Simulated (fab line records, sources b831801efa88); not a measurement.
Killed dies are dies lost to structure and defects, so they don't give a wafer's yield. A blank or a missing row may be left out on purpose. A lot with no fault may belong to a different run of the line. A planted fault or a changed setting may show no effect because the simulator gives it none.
Which tool was responsible? :: flow gf180mcu :: 18 wafers from 6 lots sampled at 4 of the route's 602 steps

== WHAT THE GAUGES SHOWED, per wafer ==
GF_M5_CD_MEAS_07: target cd 280 nm.
lot: L655
measured: day 27 09:04
on: cd-sem-02
cd-nm (nm): 279.7 277.9 278.2

lot: L661
measured: day 29 02:32
on: cd-sem-02
cd-nm (nm): 278.0 279.5 279.5

lot: L663
measured: day 29 20:19
on: cd-sem-02
cd-nm (nm): 282.2 279.9 280.5

lot: L666
measured: day 30 12:29
on: cd-sem-01
cd-nm (nm): 281.1 281.9 282.2

lot: L668
measured: day 31 03:35
on: cd-sem-01
cd-nm (nm): 272.6 272.3 273.8

lot: L671
measured: day 31 21:08
on: cd-sem-01
cd-nm (nm): 272.1 273.2 272.7

== TOOL THAT RAN EACH LOT (tool first, then ch and the chambers of the sampled wafers, then the start) ==
lot: L655
GF_V4_ETCH_16: rie-diel-01 ch 1,2, day 25 13:34
GF_V4_SPUTTER_21: pvd-sputter-02, day 25 14:14
GF_M5_PEB_05: litho-track-03 ch 0, day 27 08:45

lot: L661
GF_V4_ETCH_16: rie-diel-01 ch 1,3, day 27 09:54
GF_V4_SPUTTER_21: pvd-sputter-02, day 27 10:34
GF_M5_PEB_05: litho-track-04 ch 0, day 29 02:07

lot: L663
GF_V4_ETCH_16: rie-diel-04 ch 0,1,3, day 28 04:32
GF_V4_SPUTTER_21: pvd-sputter-01, day 28 05:12
GF_M5_PEB_05: litho-track-03 ch 0, day 29 19:51

lot: L666
GF_V4_ETCH_16: rie-diel-01 ch 0,1,2, day 28 20:48
GF_V4_SPUTTER_21: pvd-sputter-02, day 28 21:28
GF_M5_PEB_05: litho-track-02 ch 0, day 30 12:08

lot: L668
GF_V4_ETCH_16: rie-diel-04 ch 0,1, day 29 12:44
GF_V4_SPUTTER_21: pvd-sputter-01, day 29 13:44
GF_M5_PEB_05: litho-track-02 ch 0, day 31 03:16

lot: L671
GF_V4_ETCH_16: rie-diel-01 ch 2,3, day 30 07:08
GF_V4_SPUTTER_21: pvd-sputter-01, day 30 07:49
GF_M5_PEB_05: litho-track-02 ch 0, day 31 20:49
- GF_V4_ETCH_16: etches BARC in N2/H2.
- GF_V4_SPUTTER_21: material Ti, target thk 15 nm, time 80.02 s.
- GF_M5_PEB_05: peb time 90 s.

== THE ANSWER, worked out from the rows above alone ==
Rule: what is usual is taken from the lots themselves. Put in order of their means at a reading, lots are off if they are a third of the lots or fewer, leave a main group of 4 or more, and stand apart from it by a gap of 3 or more times the standard deviation of the main group's means; of several such gaps the widest counts. Not used: any main group whose means are identical at the precision the tables above print for the reading. Also off: a lot with no number at a reading for which 4 or more lots have one. All remaining lots with rows at the step are treated as sound.
Off: L668, L671 (GF_M5_CD_MEAS_07, cd-nm). The main group: mean 280.1 nm, standard deviation 1.3.
If a tool, at a process step before that reading, ran all the lots that are off and no sound lot after the first of them, it fits. Those tools and the gauges at GF_M5_CD_MEAS_07 are tried in the same way. Can't be told from this: 3 tools fit, pvd-sputter-01 at GF_V4_SPUTTER_21, litho-track-02 at GF_M5_PEB_05, cd-sem-01 at GF_M5_CD_MEAS_07.

== WHAT THE SIMULATOR PUT IN ==
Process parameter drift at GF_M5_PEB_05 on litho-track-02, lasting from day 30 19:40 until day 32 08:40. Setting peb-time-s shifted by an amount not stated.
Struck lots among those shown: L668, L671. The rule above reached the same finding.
